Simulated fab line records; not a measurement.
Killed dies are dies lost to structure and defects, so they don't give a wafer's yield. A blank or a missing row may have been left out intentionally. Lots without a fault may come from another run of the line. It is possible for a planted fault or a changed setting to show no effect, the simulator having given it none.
fab line records + flow sfqLine
[record]
- lots = 14
- wafers = 41
- lastDay = 89
route steps=325 shown I1@75 M2@101 M4@149 JJ@179
lots with no fault: from the same line, run without faults
startH: the number of hours between the record's first day and the start of the first shown wafer of the lot + waitH: hours from the lot's prior step to this one + " the same as in the row above + L1.1+2: several wafers, shown together as one row + - no value, or no start was given + * or withheld: withheld + < > ~ a bound
route shown NAME@n: names a module that has steps shown in the file, with the first one's number in the route + usual: mean/standard deviation of fault-free wafers + same: alike in all rows + chamber/n: place in a boat + sites: per-site readings + _std_site: the standard deviation of these + _edge_site: outer sites' mean less inner sites' + radiusMm: how far each site lies from the wafer's centre + mask NAME#n: copy n + behind: the tool/chamber that last shaped the wafer + hold: why the lot went on hold/how many hours it stayed there/how the hold came to an end + device: transistor that didn't switch, given as n, p or np + end of line: the route-end tests of the same wafers + a step given without rows: its recipe and nothing more + killed: count of dies lost to structure and defects at first sort (not the wafer's yield) + map: the dies of a wafer, with x for killed, . for not killed, _ for no die there
set.NAME: setting as actually run; set.NAME@STEP: the setting as run at that earlier step + model.NAME: the simulator's own value behind a step, which no gauge read
one table for each step of the route and one row for each wafer, over a sample of lots
services: from which hour (startH, from the record's first day; less than 0 if before it) a tool's chamber was out of use, for how many hours, and why
[[steps]]
[step SFQ_I1_BOW_MEAS_912]
[recipe]
- mode = bow
[usual]
- I1_BOW = -1/6.6
| lot.wafer | tool         | chamber | startH | waitH | I1_BOW[um] |
|-----------|--------------|---------|--------|-------|------------|
| L185.1    | filmMetro-03 | -       | 354.53 | 2.0   | -12        |
| L185.5    | "            | -       | "      | "     | -8         |
| L185.6    | "            | -       | "      | "     | -2         |
| L187.1    | filmMetro-03 | -       | 386.46 | 2.0   | 5          |
| L187.3    | "            | -       | "      | "     | 5          |
| L187.4    | "            | -       | "      | "     | -5         |
| L188.1    | filmMetro-03 | -       | 401.46 | 1.0   | 9          |
| L188.2    | "            | -       | "      | "     | 0          |
| L188.4    | "            | -       | "      | "     | -17        |
| L189.4    | filmMetro-04 | -       | 407.94 | 2.6   | 0          |
| L189.5    | "            | -       | "      | "     | 10         |
| L189.6    | "            | -       | "      | "     | 13         |
| L190.2    | filmMetro-02 | -       | 419.69 | 1.0   | 2          |
| L190.3    | "            | -       | "      | "     | 8          |
| L190.4    | "            | -       | "      | "     | -6         |
| L191.4    | filmMetro-03 | -       | 432.04 | 2.6   | 2          |
| L191.5    | "            | -       | "      | "     | 0          |
| L192.1    | filmMetro-02 | -       | 443.98 | 2.0   | -3         |
| L192.4    | "            | -       | "      | "     | 2          |
| L192.5    | "            | -       | "      | "     | 0          |
| L194.1    | filmMetro-04 | -       | 452.98 | 1.0   | -5         |
| L194.3    | "            | -       | "      | "     | 8          |
| L194.4    | "            | -       | "      | "     | 0          |
| L200.2    | filmMetro-04 | -       | 500.13 | 2.5   | -1         |
| L200.4    | "            | -       | "      | "     | 3          |
| L200.6    | "            | -       | "      | "     | -13        |
| L201.1    | filmMetro-04 | -       | 513.11 | 1.0   | -2         |
| L201.2    | "            | -       | "      | "     | 4          |
| L201.5    | "            | -       | "      | "     | 2          |
| L202.1    | filmMetro-04 | -       | 528.79 | 1.5   | -1         |
| L202.2    | "            | -       | "      | "     | 7          |
| L202.5    | "            | -       | "      | "     | -4         |
| L203.1    | filmMetro-03 | -       | 529.49 | 1.0   | -3         |
| L203.3    | "            | -       | "      | "     | -6         |
| L203.6    | "            | -       | "      | "     | -9         |
| L204.1    | filmMetro-02 | -       | 538.27 | 2.5   | -1         |
| L204.3    | "            | -       | "      | "     | -3         |
| L204.4    | "            | -       | "      | "     | -1         |
| L205.2    | filmMetro-02 | -       | 546.93 | 2.5   | -8         |
| L205.4    | "            | -       | "      | "     | -4         |
| L205.5    | "            | -       | "      | "     | -1         |
[step SFQ_TRILAYER_M2_STRIP_STRIP_061]
[recipe]
- gas = O2
- powerW = 200
- platenTempC = 40
- overashFraction = 0.65
- chemistry = O2
- pressureMtorr = 50
[usual]
- chamberPressureMTorr = 50.00/0.044
- drypumpMotorCurrentA = 5.53/0.21
- oesProductAu = 0.998/0.01
| lot.wafer | tool        | chamber | startH | waitH | chamberPressureMTorr | drypumpMotorCurrentA | oesProductAu | rfHoursCounterH |
|-----------|-------------|---------|--------|-------|----------------------|----------------------|--------------|-----------------|
| L185.1    | rieMetal-01 | 1       | 398.04 | 0.1   | 49.96                | 5.60                 | 1.008        | 82              |
| L185.5    | "           | 1       | "      | "     | 50.02                | 5.62                 | 1.005        | -               |
| L185.6    | "           | 0       | "      | "     | 50.02                | 5.42                 | 1.001        | -               |
| L187.1    | rieMetal-02 | 1       | 423.62 | 0.1   | 50.01                | 5.82                 | 1.004        | 99              |
| L187.3    | "           | 0       | "      | "     | 50.00                | 5.22                 | 1.000        | -               |
| L187.4    | "           | 1       | "      | "     | 50.01                | 5.82                 | 1.004        | -               |
| L188.1    | rieMetal-02 | 0       | 435.62 | 0.1   | 50.00                | 5.19                 | 0.998        | 112             |
| L188.2    | "           | 1       | "      | "     | 50.00                | 5.84                 | 1.007        | 102             |
| L188.4    | "           | 0       | "      | "     | 50.02                | 5.20                 | 0.999        | -               |
| L189.4    | rieMetal-02 | 0       | 443.02 | 0.2   | 49.97                | 5.23                 | 1.003        | -               |
| L189.5    | "           | 1       | "      | "     | 50.01                | 5.82                 | 0.995        | -               |
| L189.6    | "           | 0       | "      | "     | 50.10                | 5.20                 | 1.000        | -               |
| L190.2    | rieMetal-02 | 0       | 451.22 | 0.1   | 50.01                | 5.22                 | 0.983        | 115             |
| L190.3    | "           | 0       | "      | "     | 49.99                | 5.22                 | 0.998        | -               |
| L190.4    | "           | 1       | "      | "     | 49.95                | 5.82                 | 0.996        | -               |
| L191.4    | rieMetal-02 | 1       | 462.22 | 0.2   | 49.95                | 5.82                 | 1.010        | -               |
| L191.5    | "           | 0       | "      | "     | 49.94                | 5.21                 | 0.987        | -               |
| L192.1    | rieMetal-04 | 1       | 476.52 | 0.1   | 49.99                | 5.54                 | 0.990        | 133             |
| L192.4    | "           | 1       | "      | "     | 50.05                | 5.53                 | 0.991        | -               |
| L192.5    | "           | 0       | "      | "     | 50.01                | 5.56                 | 0.995        | -               |
| L194.1    | rieMetal-04 | 1       | 506.10 | 0.1   | 50.00                | 5.56                 | 0.982        | 137             |
| L194.3    | "           | 1       | "      | "     | 49.94                | 5.54                 | 0.986        | -               |
| L194.4    | "           | 0       | "      | "     | 49.95                | 5.57                 | 0.998        | -               |
| L200.2    | rieMetal-02 | 0       | 571.23 | 0.1   | 50.04                | 5.23                 | 0.991        | 134             |
| L200.4    | "           | 1       | "      | "     | 50.03                | 5.82                 | 0.992        | -               |
| L200.6    | "           | 0       | "      | "     | 50.02                | 5.22                 | 0.982        | -               |
| L201.1    | rieMetal-01 | 1       | 580.83 | 0.1   | 49.99                | 5.52                 | 1.018        | 119             |
| L201.2    | "           | 0       | "      | "     | 49.98                | 5.40                 | 1.009        | 5               |
| L201.5    | "           | 1       | "      | "     | 49.92                | 5.57                 | 1.011        | -               |
| L202.1    | rieMetal-01 | 1       | 596.43 | 0.1   | 50.02                | 5.60                 | 1.015        | 123             |
| L202.2    | "           | 0       | "      | "     | 50.00                | 5.43                 | 1.003        | 9               |
| L202.5    | "           | 0       | "      | "     | 49.94                | 5.43                 | 1.004        | -               |
| L203.1    | rieMetal-04 | 1       | 597.63 | 0.1   | 50.02                | 5.53                 | 0.994        | 154             |
| L203.3    | "           | 0       | "      | "     | 49.90                | 5.57                 | 0.995        | -               |
| L203.6    | "           | 1       | "      | "     | 49.92                | 5.55                 | 0.992        | -               |
| L204.1    | rieMetal-04 | 1       | 610.83 | 0.1   | 49.96                | 5.59                 | 0.990        | 157             |
| L204.3    | "           | 1       | "      | "     | 50.00                | 5.55                 | 0.980        | -               |
| L204.4    | "           | 0       | "      | "     | 50.04                | 5.56                 | 1.005        | -               |
| L205.2    | rieMetal-01 | 0       | 618.03 | 0.1   | 49.99                | 5.40                 | 0.991        | 13              |
| L205.4    | "           | 0       | "      | "     | 50.01                | 5.39                 | 0.986        | -               |
| L205.5    | "           | 0       | "      | "     | 49.98                | 5.37                 | 1.003        | -               |
[step SFQ_TRILAYER_M4_DEP_SPUTTER_091]
[recipe]
- material = Nb
- basePressurePa = 1.33e-06
- chamberPressurePa = 0.1333
- substrateTempC = 20
- resputterCathodeVoltageV = 400
- targetThkNm = 200
- powerW = 2000
- timeS = 133.3
[usual]
- cathodeDcPowerW = 2000.0/0.35
- throttleValvePct = 29.0/0.9
| lot.wafer | tool          | chamber | startH  | waitH | cathodeDcPowerW | throttleValvePct |
|-----------|---------------|---------|---------|-------|-----------------|------------------|
| L185.1    | pvdSputter-06 | -       | 730.27  | 0.0   | 2000.1          | 28.1             |
| L185.5    | "             | -       | "       | "     | 1999.9          | 30.2             |
| L185.6    | "             | -       | "       | "     | 2000.2          | 29.4             |
| L187.1    | pvdSputter-05 | -       | 902.43  | 0.0   | 2000.0          | 27.9             |
| L187.3    | "             | -       | "       | "     | 1999.9          | 30.0             |
| L187.4    | "             | -       | "       | "     | 2000.3          | 28.3             |
| L188.1    | pvdSputter-06 | -       | 912.02  | 0.0   | 2000.3          | 28.2             |
| L188.2    | "             | -       | "       | "     | 1999.5          | 28.5             |
| L188.4    | "             | -       | "       | "     | 1999.6          | 29.4             |
| L189.4    | pvdSputter-05 | -       | 925.22  | 0.0   | 1999.7          | 30.2             |
| L189.5    | "             | -       | "       | "     | 2000.3          | 28.7             |
| L189.6    | "             | -       | "       | "     | 1999.7          | 30.1             |
| L190.2    | pvdSputter-06 | -       | 938.54  | 0.0   | 1999.8          | 30.0             |
| L190.3    | "             | -       | "       | "     | 2000.4          | 29.5             |
| L190.4    | "             | -       | "       | "     | 1999.9          | 28.6             |
| L191.4    | pvdSputter-06 | -       | 944.54  | 0.0   | 1999.6          | 29.6             |
| L191.5    | "             | -       | "       | "     | 2000.2          | 28.6             |
| L192.1    | pvdSputter-05 | -       | 951.74  | 0.0   | 2000.0          | 28.6             |
| L192.4    | "             | -       | "       | "     | 2000.2          | 30.3             |
| L192.5    | "             | -       | "       | "     | 2000.6          | 28.3             |
| L194.1    | pvdSputter-06 | -       | 962.36  | 0.0   | 1999.1          | 28.4             |
| L194.3    | "             | -       | "       | "     | 2000.0          | 28.1             |
| L194.4    | "             | -       | "       | "     | 2000.1          | 29.3             |
| L200.2    | pvdSputter-04 | -       | 1022.98 | 0.0   | 1999.9          | 28.9             |
| L200.4    | "             | -       | "       | "     | 1999.5          | 29.9             |
| L200.6    | "             | -       | "       | "     | 2000.3          | 27.6             |
| L201.1    | pvdSputter-05 | -       | 1033.78 | 0.0   | 2000.3          | 30.3             |
| L201.2    | "             | -       | "       | "     | 2000.3          | 29.9             |
| L201.5    | "             | -       | "       | "     | 2000.2          | 28.2             |
| L202.1    | pvdSputter-04 | -       | 1049.50 | 0.0   | 2000.4          | 27.4             |
| L202.2    | "             | -       | "       | "     | 2000.4          | 29.1             |
| L202.5    | "             | -       | "       | "     | 2000.0          | 27.6             |
| L203.1    | pvdSputter-06 | -       | 1053.10 | 0.0   | 1999.8          | 30.1             |
| L203.3    | "             | -       | "       | "     | 1999.4          | 28.7             |
| L203.6    | "             | -       | "       | "     | 1999.7          | 28.6             |
| L204.1    | pvdSputter-04 | -       | 1063.90 | 0.0   | 2000.8          | 30.2             |
| L204.3    | "             | -       | "       | "     | 1999.6          | 28.9             |
| L204.4    | "             | -       | "       | "     | 2000.2          | 27.6             |
| L205.2    | pvdSputter-04 | -       | 1069.68 | 0.0   | 1999.5          | 30.0             |
| L205.4    | "             | -       | "       | "     | 2000.3          | 27.6             |
| L205.5    | "             | -       | "       | "     | 2000.3          | 28.3             |
[step SFQ_M4_RS_MEAS_924]
[recipe]
- thkMeasGauge = four-point-probe
- reads = Nb_of_TRILAYER_M4_DEP_SPUTTER_091
[usual]
- M4_NB_RS = 0.888/0.0087
| lot.wafer | tool         | chamber | startH  | waitH | M4_NB_RS[ohm/sq] |
|-----------|--------------|---------|---------|-------|------------------|
| L185.1    | filmMetro-04 | -       | 730.36  | 0.0   | 0.886            |
| L185.5    | "            | -       | "       | "     | 0.891            |
| L185.6    | "            | -       | "       | "     | 0.906            |
| L187.1    | filmMetro-04 | -       | 902.52  | 0.0   | 0.894            |
| L187.3    | "            | -       | "       | "     | 0.882            |
| L187.4    | "            | -       | "       | "     | 0.885            |
| L188.1    | filmMetro-01 | -       | 912.11  | 0.0   | 0.893            |
| L188.2    | "            | -       | "       | "     | 0.894            |
| L188.4    | "            | -       | "       | "     | 0.905            |
| L189.4    | filmMetro-04 | -       | 925.37  | 0.1   | 0.877            |
| L189.5    | "            | -       | "       | "     | 0.887            |
| L189.6    | "            | -       | "       | "     | 0.878            |
| L190.2    | filmMetro-01 | -       | 938.65  | 0.1   | 0.895            |
| L190.3    | "            | -       | "       | "     | 0.902            |
| L190.4    | "            | -       | "       | "     | 0.891            |
| L191.4    | filmMetro-03 | -       | 944.69  | 0.1   | 0.879            |
| L191.5    | "            | -       | "       | "     | 0.582            |
| L192.1    | filmMetro-01 | -       | 951.83  | 0.0   | 0.873            |
| L192.4    | "            | -       | "       | "     | 0.880            |
| L192.5    | "            | -       | "       | "     | 0.879            |
| L194.1    | filmMetro-01 | -       | 962.45  | 0.0   | 0.589            |
| L194.3    | "            | -       | "       | "     | 0.883            |
| L194.4    | "            | -       | "       | "     | 0.890            |
| L200.2    | filmMetro-03 | -       | 1023.09 | 0.1   | 0.904            |
| L200.4    | "            | -       | "       | "     | 0.895            |
| L200.6    | "            | -       | "       | "     | 0.899            |
| L201.1    | filmMetro-03 | -       | 1033.87 | 0.0   | 0.877            |
| L201.2    | "            | -       | "       | "     | 0.885            |
| L201.5    | "            | -       | "       | "     | 0.890            |
| L202.1    | filmMetro-03 | -       | 1049.59 | 0.0   | 0.884            |
| L202.2    | "            | -       | "       | "     | 0.891            |
| L202.5    | "            | -       | "       | "     | 0.882            |
| L203.1    | filmMetro-01 | -       | 1053.19 | 0.0   | 0.876            |
| L203.3    | "            | -       | "       | "     | 0.877            |
| L203.6    | "            | -       | "       | "     | 0.886            |
| L204.1    | filmMetro-01 | -       | 1063.99 | 0.0   | 0.895            |
| L204.3    | "            | -       | "       | "     | 0.904            |
| L204.4    | "            | -       | "       | "     | 0.897            |
| L205.2    | filmMetro-01 | -       | 1069.79 | 0.1   | 0.892            |
| L205.4    | "            | -       | "       | "     | 0.887            |
| L205.5    | "            | -       | "       | "     | 0.900            |
[step SFQ_TRILAYER_M4_ETCH_METAL_ETCH_096]
[recipe]
- target = Nb
- stopOn = SiO2
- maskMaterial = PR
- chemistry = Cl2/Ar
- targetDepthNm = 240
- icpW = 600
- biasW = 80
- pressureMtorr = 10
- timeS = 120
[usual]
- chamberPressureMTorr = 10.000/0.0098
- drypumpMotorCurrentA = 5.52/0.18
- oesProductAu = 0.895/0.0067
| lot.wafer | tool        | chamber | startH  | waitH | chamberPressureMTorr | drypumpMotorCurrentA | oesProductAu | rfHoursCounterH |
|-----------|-------------|---------|---------|-------|----------------------|----------------------|--------------|-----------------|
| L185.1    | rieMetal-01 | 0       | 863.12  | 0.0   | 10.006               | 5.41                 | 0.890        | 45              |
| L185.5    | "           | 1       | "       | "     | 9.998                | 5.59                 | 0.892        | -               |
| L185.6    | "           | 0       | "       | "     | 10.011               | 5.43                 | 0.888        | -               |
| L187.1    | rieMetal-01 | 1       | 1051.01 | 0.0   | 9.998                | 5.56                 | 0.892        | 25              |
| L187.3    | "           | 0       | "       | "     | 10.015               | 5.43                 | 0.898        | -               |
| L187.4    | "           | 1       | "       | "     | 10.007               | 5.61                 | 0.894        | -               |
| L188.1    | rieMetal-02 | 1       | 1061.81 | 0.0   | 10.004               | 5.82                 | 0.892        | 21              |
| L188.2    | "           | 0       | "       | "     | 10.002               | 5.22                 | 0.895        | 35              |
| L188.4    | "           | 0       | "       | "     | 10.002               | 5.21                 | 0.888        | -               |
| L189.4    | rieMetal-02 | 1       | 1073.62 | 0.1   | 10.003               | 5.81                 | 0.900        | -               |
| L189.5    | "           | 1       | "       | "     | 9.995                | 5.83                 | 0.890        | -               |
| L189.6    | "           | 0       | "       | "     | 9.991                | 5.21                 | 0.901        | -               |
| L190.2    | rieMetal-04 | 1       | 1086.78 | 0.0   | 9.993                | 5.55                 | 0.887        | 46              |
| L190.3    | "           | 0       | "       | "     | 10.001               | 5.57                 | 0.883        | -               |
| L190.4    | "           | 1       | "       | "     | 10.001               | 5.56                 | 0.899        | -               |
| L191.4    | rieMetal-04 | 1       | 1096.42 | 0.1   | 10.007               | 5.59                 | 0.899        | -               |
| L191.5    | "           | 1       | "       | "     | 10.054               | 5.59                 | 0.996        | -               |
| L192.1    | rieMetal-04 | 1       | 1103.58 | 0.0   | 9.989                | 5.57                 | 0.908        | 48              |
| L192.4    | "           | 0       | "       | "     | 9.978                | 5.59                 | 0.903        | -               |
| L192.5    | "           | 1       | "       | "     | 9.985                | 5.54                 | 0.900        | -               |
| L194.1    | rieMetal-04 | 0       | 1114.38 | 0.0   | 10.007               | 5.59                 | 1.007        | 124             |
| L194.3    | "           | 0       | "       | "     | 9.995                | 5.60                 | 0.903        | -               |
| L194.4    | "           | 1       | "       | "     | 10.000               | 5.57                 | 0.890        | -               |
| L200.2    | rieMetal-04 | 1       | 1170.70 | 0.0   | 9.992                | 5.54                 | 0.887        | 58              |
| L200.4    | "           | 0       | "       | "     | 10.001               | 5.60                 | 0.895        | -               |
| L200.6    | "           | 1       | "       | "     | 10.016               | 5.54                 | 0.885        | -               |
| L201.1    | rieMetal-01 | 1       | 1180.43 | 0.0   | 9.986                | 5.58                 | 0.900        | 42              |
| L201.2    | "           | 0       | "       | "     | 9.990                | 5.42                 | 0.895        | 84              |
| L201.5    | "           | 0       | "       | "     | 10.005               | 5.45                 | 0.897        | -               |
| L202.1    | rieMetal-02 | 1       | 1192.43 | 0.0   | 10.006               | 5.82                 | 0.901        | 35              |
| L202.2    | "           | 0       | "       | "     | 9.994                | 5.22                 | 0.892        | 55              |
| L202.5    | "           | 1       | "       | "     | 9.989                | 5.84                 | 0.895        | -               |
| L203.1    | rieMetal-01 | 0       | 1193.63 | 0.0   | 10.000               | 5.40                 | 0.901        | 86              |
| L203.3    | "           | 0       | "       | "     | 10.005               | 5.40                 | 0.903        | -               |
| L203.6    | "           | 1       | "       | "     | 9.995                | 5.60                 | 0.891        | -               |
| L204.1    | rieMetal-02 | 0       | 1204.43 | 0.0   | 9.988                | 5.21                 | 0.892        | 56              |
| L204.3    | "           | 1       | "       | "     | 10.003               | 5.82                 | 0.888        | -               |
| L204.4    | "           | 0       | "       | "     | 10.011               | 5.22                 | 0.894        | -               |
| L205.2    | rieMetal-04 | 0       | 1210.43 | 0.0   | 9.998                | 5.58                 | 0.889        | 135             |
| L205.4    | "           | 1       | "       | "     | 9.990                | 5.55                 | 0.890        | -               |
| L205.5    | "           | 1       | "       | "     | 9.994                | 5.55                 | 0.882        | -               |
[step SFQ_TRILAYER_JJ_TRILAYER_DEP_SPUTTER_109]
[recipe]
- material = Nb
- basePressurePa = 1.33e-06
- chamberPressurePa = 0.1333
- substrateTempC = 20
- targetThkNm = 150
- powerW = 2000
- timeS = 100
[usual]
- cathodeDcPowerW = 2000.0/0.3
- throttleValvePct = 29.3/1
| lot.wafer | tool          | chamber | startH  | waitH | cathodeDcPowerW | throttleValvePct |
|-----------|---------------|---------|---------|-------|-----------------|------------------|
| L185.1    | pvdSputter-06 | -       | 1020.58 | 0.0   | 1999.8          | 28.6             |
| L185.5    | "             | -       | "       | "     | 2000.7          | 28.1             |
| L185.6    | "             | -       | "       | "     | 2000.1          | 29.3             |
| L187.1    | pvdSputter-06 | -       | 1059.55 | 0.0   | 2000.4          | 28.5             |
| L187.3    | "             | -       | "       | "     | 2000.0          | 29.5             |
| L187.4    | "             | -       | "       | "     | 1999.8          | 28.6             |
| L188.1    | pvdSputter-06 | -       | 1207.73 | 0.0   | 2000.4          | 30.1             |
| L188.2    | "             | -       | "       | "     | 2001.0          | 28.2             |
| L188.4    | "             | -       | "       | "     | 1999.4          | 29.4             |
| L189.4    | pvdSputter-05 | -       | 1233.86 | 0.0   | 2000.0          | 28.2             |
| L189.5    | "             | -       | "       | "     | 2000.1          | 30.1             |
| L189.6    | "             | -       | "       | "     | 2000.0          | 28.3             |
| L190.2    | pvdSputter-06 | -       | 1241.06 | 0.0   | 2000.5          | 29.9             |
| L190.3    | "             | -       | "       | "     | 2000.6          | 28.4             |
| L190.4    | "             | -       | "       | "     | 2000.1          | 29.6             |
| L191.4    | pvdSputter-03 | -       | 1247.06 | 0.0   | 1999.8          | 31.9             |
| L191.5    | "             | -       | "       | "     | 2000.3          | 29.2             |
| L192.1    | pvdSputter-03 | -       | 1256.66 | 0.0   | 2000.1          | 29.6             |
| L192.4    | "             | -       | "       | "     | 1999.7          | 29.0             |
| L192.5    | "             | -       | "       | "     | 1999.8          | 29.5             |
| L194.1    | pvdSputter-05 | -       | 1266.31 | 0.0   | 2000.1          | 30.0             |
| L194.3    | "             | -       | "       | "     | 2000.2          | 27.9             |
| L194.4    | "             | -       | "       | "     | 2000.4          | 30.4             |
| L200.2    | pvdSputter-06 | -       | 1338.21 | 0.0   | 1999.9          | 28.7             |
| L200.4    | "             | -       | "       | "     | 1999.8          | 28.3             |
| L200.6    | "             | -       | "       | "     | 1999.7          | 28.3             |
| L201.1    | pvdSputter-05 | -       | 1350.20 | 0.0   | 2000.0          | 30.4             |
| L201.2    | "             | -       | "       | "     | 1999.7          | 28.6             |
| L201.5    | "             | -       | "       | "     | 2000.1          | 30.3             |
| L202.1    | pvdSputter-05 | -       | 1358.78 | 0.0   | 1999.7          | 28.3             |
| L202.2    | "             | -       | "       | "     | 2000.3          | 28.2             |
| L202.5    | "             | -       | "       | "     | 2000.3          | 30.1             |
| L203.1    | pvdSputter-06 | -       | 1361.02 | 0.0   | 2000.3          | 30.0             |
| L203.3    | "             | -       | "       | "     | 2000.4          | 28.1             |
| L203.6    | "             | -       | "       | "     | 1999.7          | 29.5             |
| L204.1    | pvdSputter-05 | -       | 1372.56 | 0.0   | 2000.4          | 30.2             |
| L204.3    | "             | -       | "       | "     | 1999.5          | 28.5             |
| L204.4    | "             | -       | "       | "     | 2000.0          | 28.1             |
| L205.2    | pvdSputter-06 | -       | 1376.16 | 0.0   | 1999.6          | 28.4             |
| L205.4    | "             | -       | "       | "     | 2000.5          | 28.2             |
| L205.5    | "             | -       | "       | "     | 1999.9          | 28.0             |
[[services]]
| tool          | chamber | startH  | hours | kind   |
|---------------|---------|---------|-------|--------|
| pvdSputter-06 | -       | 395.30  | 3.2   | repair |
| rieMetal-04   | 0       | 400.38  | 4.2   | repair |
| rieMetal-02   | -       | 446.38  | 1.4   | pm     |
| rieMetal-04   | -       | 446.86  | 6.7   | repair |
| pvdSputter-06 | -       | 449.89  | 5.1   | repair |
| rieMetal-02   | -       | 477.06  | 2.8   | pm     |
| rieMetal-02   | -       | 492.57  | 2.2   | repair |
| pvdSputter-06 | -       | 521.94  | 3.2   | repair |
| pvdSputter-06 | -       | 532.75  | 9.1   | repair |
| rieMetal-02   | -       | 580.08  | 14.6  | pm     |
| rieMetal-04   | 1       | 580.87  | 3.0   | repair |
| rieMetal-04   | 1       | 696.67  | 2.3   | repair |
| pvdSputter-06 | -       | 710.72  | 1.0   | repair |
| rieMetal-04   | 1       | 814.30  | 2.7   | repair |
| rieMetal-02   | 0       | 821.26  | 1.5   | repair |
| pvdSputter-06 | -       | 834.13  | 1.4   | repair |
| rieMetal-04   | 0       | 905.50  | 7.5   | repair |
| rieMetal-02   | 0       | 937.10  | 4.1   | repair |
| rieMetal-02   | -       | 999.87  | 0.5   | repair |
| rieMetal-04   | -       | 1026.90 | 0.3   | repair |
| pvdSputter-06 | -       | 1068.67 | 35.4  | repair |
| rieMetal-02   | 1       | 1075.55 | 18.5  | repair |
| pvdSputter-06 | -       | 1193.89 | 0.5   | repair |
| pvdSputter-06 | -       | 1331.93 | 2.2   | repair |
[[key]]
[firstSign]
- step = SFQ_M4_RS_MEAS_924
- reading = M4_NB_RS
- direction = down
- sigmas = 35
- usual = 0.888
- struck = 0.586
[effect]
- step = SFQ_TRILAYER_M4_ETCH_METAL_ETCH_096
- reading = oesProductAu
- direction = up
- sigmas = 16
- usual = 0.895
- struck = 1.002
metAt SFQ_TRILAYER_M4_DEP_SPUTTER_091
struckLots L191,L194
struckWafers L191.5,L194.1
notActingAt SFQ_I1_BOW_MEAS_912,SFQ_TRILAYER_M2_STRIP_STRIP_061,SFQ_TRILAYER_JJ_TRILAYER_DEP_SPUTTER_109
onsetBetween 938.54 944.54
[fault]
- kind = processParameterDrift
- tool = pvdSputter-06
- chamber = -
- onsetH = 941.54
- steps = SFQ_TRILAYER_M4_DEP_SPUTTER_091
- channel = targetThkNm
- offset = 100.93
- shape = step
- endH = 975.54
- actsIn = theseRecipesOnly
- stated = 200
- scope = struckWafersOnly
